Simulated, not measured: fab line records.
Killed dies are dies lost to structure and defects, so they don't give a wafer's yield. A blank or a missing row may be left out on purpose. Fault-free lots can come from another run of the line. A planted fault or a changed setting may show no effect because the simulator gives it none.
A single fault, viewed from 2 desks	flow sky130	each desk holds nothing but its own numbers, with what lay behind them at the end

== TOOL OWNER'S DESK, implanter-03 ==
For each lot that ran on this tool, the mean over its sampled wafers that have a number, from the tool's own readings at SKY_LDD_LDN_IMPLANT_11. Any lot whose mean is over 4 standard deviations away from the usual mean is out of limits and marked OUT; that distance is given in the brackets.
Columns: A = beam energy keV at SKY_LDD_LDN_IMPLANT_11, usual 15.000
lot	first seen here	A
L445	day 23 13:29	15.001
L446	day 23 22:19	14.996
L448	day 24 17:25	15.002
L456	day 27 21:35	16.471 (+99 or more) OUT
L458	day 28 09:52	16.465 (+99 or more) OUT
This desk finds L456, L458 out of limits, L456 being first, at day 27 21:35 (beam energy keV at SKY_LDD_LDN_IMPLANT_11). In limits: L445, L446, L448.

== FROM THE METROLOGY DESK ==
Lot by lot, what the gauges showed, no matter which tool ran the lot: averages of those sampled wafers that carry a number. Any lot whose mean is over 4 standard deviations away from the usual mean is out of limits and marked OUT; that distance is given in the brackets.
Columns: A = cd nm at SKY_LDD_P_CD_MEAS_07, usual 380.1 nm; B = LDD_HVP_TW at SKY_LDD_HVP_TW_MEAS_10, usual 457
lot	first seen here	A	B
L444	day 19 13:04	381.4	455
L445	day 19 17:08	382.9	455
L446	day 20 00:26	383.1	457
L447	day 20 11:59	376.8	453
L448	day 20 21:17	383.5	458
L456	day 24 03:12	379.3	456
L458	day 24 19:05	377.4	455
L461	day 25 08:40	386.2	456
L462	day 25 12:47	378.8	452
L463	day 25 22:25	382.6	455
L464	day 26 11:25	378.9	461
L465	day 27 01:15	380.7	454
L466	day 27 05:11	379.1	461
Finding of this desk: none of the 13 lots has anything out of limits.

== TAKEN TOGETHER ==
The tool owner's desk could have raised an alarm at day 27 21:35, on L456, L458.
The metrology desk saw nothing out of limits.
The metrology desk holds a record of L456, L458, inside its limits.
On implanter-03, each named lot ran SKY_LDD_LDN_IMPLANT_11.

== WHAT THE SIMULATOR HAD INSERTED ==
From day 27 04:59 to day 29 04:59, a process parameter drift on implanter-03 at SKY_LDD_LDN_IMPLANT_11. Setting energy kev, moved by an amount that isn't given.
Shown lots that were struck: L456, L458.
Time in hours from fault onset to the first out-of-limits reading at each desk: the tool owner's desk, 17.
